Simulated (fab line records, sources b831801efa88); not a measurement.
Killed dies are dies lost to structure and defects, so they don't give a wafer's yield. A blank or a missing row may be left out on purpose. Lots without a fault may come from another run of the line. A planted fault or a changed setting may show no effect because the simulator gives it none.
A struck lot beside a sound one | flow sky130 | 14 steps out of a route of 708
Sound: wafers L685.1, L685.3, L685.4. Struck: wafers L687.1, L687.2, L687.6. The cause comes at the end.
At each step with rows: each side's tool, then ch and its chambers, then its first start. Under that, the readings that differ: sound wafers | struck wafers | difference of the means | sigmas: that difference in standard deviations of wafers without a fault.
alike: readings whose means differ by less than 2 such deviations, and words and numbers that are the same on both sides. not compared: withheld readings, readings that some wafer has no value for, bounds like >300 that may hide the same value, and numbers for which the record gives no deviation and whose values overlap.
The two part at a step that has a row with sigmas, a row that says differs or no value, or rows on one side only. Numbers that don't overlap but have no deviation are shown without sigmas and don't part them. A reading that every wafer of one side lacks parts them only if that side has two wafers or more.

first, 4 steps without rows for these wafers: SKY_LDD_HVN_SOFTBAKE_03 (time 60 s); SKY_LDD_HVN_EXPOSE_04 (exposes mask HVNTM, target cd 700 nm); SKY_LDD_HVN_PEB_05; SKY_LDD_HVN_DEVELOP_06 (develop time 60 s).
SKY_LDD_HVN_OVL_MEAS_07:
  sound on overlay-02, day 25 03:11; struck on overlay-01, day 25 18:28
  alike: LDD_HVN_OVL
then, 1 step without rows for these wafers: SKY_LDD_HVN_IMPLANT_08.
SKY_LDD_HVN_STRIP_09: strips in O2/N2.
  sound on plasma_asher-03 ch 0,1, day 25 03:22; struck on plasma_asher-03 ch 0,1, day 25 18:40
  alike: drypump_motor_current_A, oes_product_au, strip_time_to_endpoint_s
  not compared: rf_hours_counter_h
SKY_LDD_HVN_TW_MEAS_10:
  sound on film_metro-03, day 25 03:28; struck on film_metro-02, day 25 18:46
  reading    | sound          | struck         | difference | sigmas
  LDD_HVN_TW | 1440 1442 1448 | 1424 1435 1427 | -15        | -2
then, 4 steps without rows for these wafers: SKY_LDD_HVP_DEHYDRATE_00 (time 60 s); SKY_LDD_HVP_HMDS_01 (prime time 60 s); SKY_LDD_HVP_COAT_02 (resist thk 300 nm); SKY_LDD_HVP_SOFTBAKE_03 (time 60 s).
SKY_LDD_HVP_EXPOSE_04: exposes mask HVPTM, target cd 700 nm.
  sound on iline_stepper-02 ch 0, day 25 18:46; struck on iline_stepper-01, day 26 08:48
  no value came back on the struck wafers for exposure_dose_mJ_cm2, focus_offset_nm (nm), na; on the sound wafers exposure_dose_mJ_cm2 reads 86.02 85.96 85.98
  alike: mask
then, 1 step without rows for these wafers: SKY_LDD_HVP_PEB_05.

WHERE THEY PART
First at SKY_LDD_HVN_TW_MEAS_10; last, within this record, at SKY_LDD_HVP_EXPOSE_04.

WHY: what the simulator had put in
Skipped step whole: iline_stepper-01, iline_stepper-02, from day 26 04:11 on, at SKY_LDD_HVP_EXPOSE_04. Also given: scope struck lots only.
